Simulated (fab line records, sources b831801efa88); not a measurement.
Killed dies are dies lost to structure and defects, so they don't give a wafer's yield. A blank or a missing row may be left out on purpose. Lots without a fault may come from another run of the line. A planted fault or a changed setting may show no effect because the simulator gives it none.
Problem report in the 8D (eight disciplines) form, filled by code | flow sky130 | the parts of the form that need people (team, actions taken, sign-off) are left out

1. THE PROBLEM
killed_at_contacts at SKY_PAD_OPEN_PROBE_99 reads a mean of 428 on 6 wafers of 2 lots; wafers without a fault read 24 with a standard deviation of 5. That is +81 standard deviations from the usual mean.
First seen on wafer L668.3, day 47 00:17, on prober-01. The record holds 6 wafers of 2 lots with a number at this step. Rule for "out", or "out of limits": more than 4 standard deviations from the usual mean. The other wafers with a number count as sound.

2. WHAT IT IS AND WHAT IT IS NOT
question                    | is                                             | is not
which readings at this step | killed_at_contacts, killed_dies, killed_on_rim | killed_at_M0_to_M3, killed_short
which lots                  | L668, L669                                     | -
which wafers of those lots  | all that have a number                         | -
read on which tools         | prober-01, prober-02                           | -
when                        | from day 47 00:17                              | up to then (0 sound wafers)

3. SUSPECTS, AND WHAT RULES EACH OUT
Counting: a tool at a process step up to the reading stays a suspect if it ran every lot that is out and no sound lot after the first of them.
- pvd_sputter-03 at SKY_CONTACT_SPUTTER_23 (material TiN, target thk 20 nm, time 80 s): kept. It ran every lot that is out, first L668 (day 33 04:50), and no sound lot after that.
Left after counting: pvd_sputter-03 at SKY_CONTACT_SPUTTER_23.

4. THE CAUSE (what the simulator had put in)
Skipped step whole: pvd_sputter-03, from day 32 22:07 on, at SKY_CONTACT_SPUTTER_23. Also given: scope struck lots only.
Counting left only this tool.

5. THE CHAIN OF EFFECTS, in route order
Each row: a reading whose mean over the struck wafers that have a number lies more than 3 standard deviations from the usual. Only readings for which the record gives a usual standard deviation are gone through. hours: the time from each lot's start at the first step in this table that gives one to its start at this step, as a median over the lots. sigmas: the change in usual standard deviations.
hours | step                  | reading            | usual | on struck wafers | change | sigmas
0     | SKY_PAD_OPEN_PROBE_99 | killed_at_contacts | 24    | 428              | +404   | +81
0     | SKY_PAD_OPEN_PROBE_99 | killed_dies        | 85    | 492              | +407   | +44
0     | SKY_PAD_OPEN_PROBE_99 | killed_on_rim      | 16    | 96               | +80    | +20
The process steps in it:
- SKY_PAD_OPEN_PROBE_99
Readings that are blank on the struck wafers while sound wafers have them: cathode_dc_power_W at SKY_CONTACT_SPUTTER_23; chamber_pressure_pa at SKY_CONTACT_SPUTTER_23; throttle_valve_pct at SKY_CONTACT_SPUTTER_23.

6. WHAT WOULD HAVE CAUGHT IT SOONER
In this record the first reading out of limits was taken at day 47 00:17, 338 hours after the fault began at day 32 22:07.
At SKY_CONTACT_SPUTTER_23 the tool's readings are blank on the struck wafers, where sound wafers have them: an empty tool record is the first sign, and it was there at once.
All the lots that are out (2) had begun SKY_CONTACT_SPUTTER_23 on pvd_sputter-03 by day 47 00:17. A hold on the tool at that time would have spared none of them.
